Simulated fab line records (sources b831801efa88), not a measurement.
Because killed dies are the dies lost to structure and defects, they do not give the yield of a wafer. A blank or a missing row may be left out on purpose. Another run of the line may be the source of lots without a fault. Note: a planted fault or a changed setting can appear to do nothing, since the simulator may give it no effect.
Struck lot and sound lot, side by side || flow sky130 || 31 steps out of a route of 708
Sound: these wafers, L400.3, L400.4, L400.6. Struck: wafer L412.2. (L412.5, L412.6 of the same lot were not struck and are left out.) The cause comes at the end.
Order at every step that has rows: each side's tool, ch and its chambers, its first start. Under that, the readings that differ: sound wafers || struck wafers || difference of the means || sigmas: that difference in standard deviations of wafers without a fault.
alike: same words and numbers on both sides, and readings whose means sit less than 2 such deviations apart. not compared: any withheld reading, any reading some wafer has no value for, any bound like >300 that may hide the same value, and any number with overlapping values for which the record gives no deviation.
The two part at a step that has a row with sigmas, a row that says differs or no value, or rows on one side only. Numbers that don't overlap but have no deviation are shown without sigmas and don't part them. A reading missing from all wafers of one side parts the sides only when that side holds two or more wafers.

first, 5 steps without rows for these wafers: SKY_CONTACT_STRIP_20 (strips in post etch residue remover, time 1200 s); SKY_CONTACT_CLEAN_21 (cleans in IPA, time 180 s); SKY_CONTACT_CLEAN_22 (cleans in O3/DIW); SKY_CONTACT_SPUTTER_23 (material TiN, target thk 20 nm, time 80 s); SKY_CONTACT_CVD_24 (deposits W, target thk 340 nm, time 102.12 s).
SKY_CONTACT_RS_MEAS_25: measurement is done with a four-point probe.
  sound: film-metro-01 at day 33 05:31; struck: film-metro-04 at day 37 04:28
  alike: CONTACT_W_RS
SKY_CONTACT_THK_MEAS_26: measures by xrf.
  sound: film-metro-01 at day 33 05:37; struck: film-metro-04 at day 37 04:35
  alike: CONTACT_W_THK
then, 1 step without rows for these wafers: SKY_CONTACT_CMP_27 (polishes, stops on SiO2, t overpolish 15 s, target thk 0 nm).
SKY_METAL1_SPUTTER_00: material Ti, target thk 15 nm, time 10 s.
  sound: pvd-sputter-03 at day 33 06:01; struck: pvd-sputter-04 at day 37 04:56
  alike: throttle-valve-pct
SKY_METAL1_SPUTTER_01: material TiN, target thk 20 nm, time 16.7 s.
  sound: pvd-sputter-03 at day 33 06:02; struck: pvd-sputter-04 at day 37 04:58
  alike: throttle-valve-pct
then, 1 step without rows for these wafers: SKY_METAL1_SPUTTER_02 (material AlCu, target thk 250 nm, time 13.3 s).
SKY_METAL1_SPUTTER_03: material Ti, target thk 5 nm, time 3.3 s.
  sound: pvd-sputter-03 at day 33 06:05; struck: pvd-sputter-04 at day 37 05:01
  alike: throttle-valve-pct
SKY_METAL1_SPUTTER_04: material TiN, target thk 70 nm, time 58.3 s.
  sound: pvd-sputter-03 at day 33 06:07; struck: pvd-sputter-04 at day 37 05:02
{"reading": "model.TiN_of_METAL1_SPUTTER_04.thk-nm (nm)", "sound": "69.03 70.35 70.94", "struck": 71.55, "difference": "+1.44", "sigmas": ""}
  alike: throttle-valve-pct
SKY_METAL1_RS_MEAS_05: measurement is done with a four-point probe.
  sound: film-metro-01 at day 33 06:11; struck: film-metro-03 at day 37 05:05
  alike: METAL1_ALCU_RS
SKY_METAL1_THK_MEAS_06: measures by xrf.
  sound: film-metro-01 at day 33 06:17; struck: film-metro-03 at day 37 05:12
  alike: METAL1_ALCU_THK
then, 8 steps without rows for these wafers: SKY_METAL1_DEHYDRATE_07 (time 60 s); SKY_METAL1_HMDS_08 (prime time 60 s); SKY_METAL1_COAT_09 (resist thk 60 nm); SKY_METAL1_COAT_10 (resist thk 450 nm); SKY_METAL1_SOFTBAKE_11 (time 90 s); SKY_METAL1_EXPOSE_12 (exposes mask MM1, target cd 140 nm); SKY_METAL1_PEB_13; SKY_METAL1_DEVELOP_14 (develop time 60 s).
SKY_METAL1_CD_MEAS_15: the cd target is 140 nm.
  sound: cd-sem-02 at day 34 08:43; struck: cd-sem-02 at day 38 07:20
  alike: cd-nm
SKY_METAL1_OVL_MEAS_16:
  sound: overlay-02 at day 34 08:49; struck: overlay-01 at day 38 07:26
  alike: METAL1_OVL
SKY_METAL1_DESCUM_17: chemistry O2, time 8 s.
  sound on rie-metal-04 ch 0,1, day 34 08:51; struck on rie-metal-03 ch 1, day 38 07:29
  alike: drypump-motor-current-A, oes-product-au, rf-fwd-power-W
  not compared: rf-hours-counter-h
then, 1 step without rows for these wafers: SKY_METAL1_ETCH_18 (etches BARC in N2/H2, stops on SiO2, time 45.9 s, target depth 60 nm).
SKY_METAL1_METAL_ETCH_19: etches the open film in Cl2/BCl3, stops on SiO2, target depth 360 nm, time 78 s.
  sound on rie-metal-04 ch 0,1, day 34 08:58; struck on rie-metal-03 ch 1, day 38 07:41
  alike: bias-w, drypump-motor-current-A, oes-product-au, rf-fwd-power-W, throttle-valve-pct
  not compared: rf-hours-counter-h
then, 1 step without rows for these wafers: SKY_METAL1_STRIP_20 (strips in O2/N2).
SKY_METAL1_STRIP_21: strips in post etch residue remover, time 1200 s.
  sound on wet-bench-01 ch 1, day 34 09:07; struck on wet-bench-03 ch 1, day 38 07:56
{"reading": "model.TiN_of_METAL1_SPUTTER_04.thk-nm (nm)", "sound": "68.61 69.93 70.52", "struck": 71.14, "difference": "+1.45", "sigmas": ""}
then, 1 step without rows for these wafers: SKY_METAL1_CLEAN_22 (cleans in IPA, time 180 s).

WHERE THEY PART
Nowhere in this record.

WHY: the cause the simulator had injected
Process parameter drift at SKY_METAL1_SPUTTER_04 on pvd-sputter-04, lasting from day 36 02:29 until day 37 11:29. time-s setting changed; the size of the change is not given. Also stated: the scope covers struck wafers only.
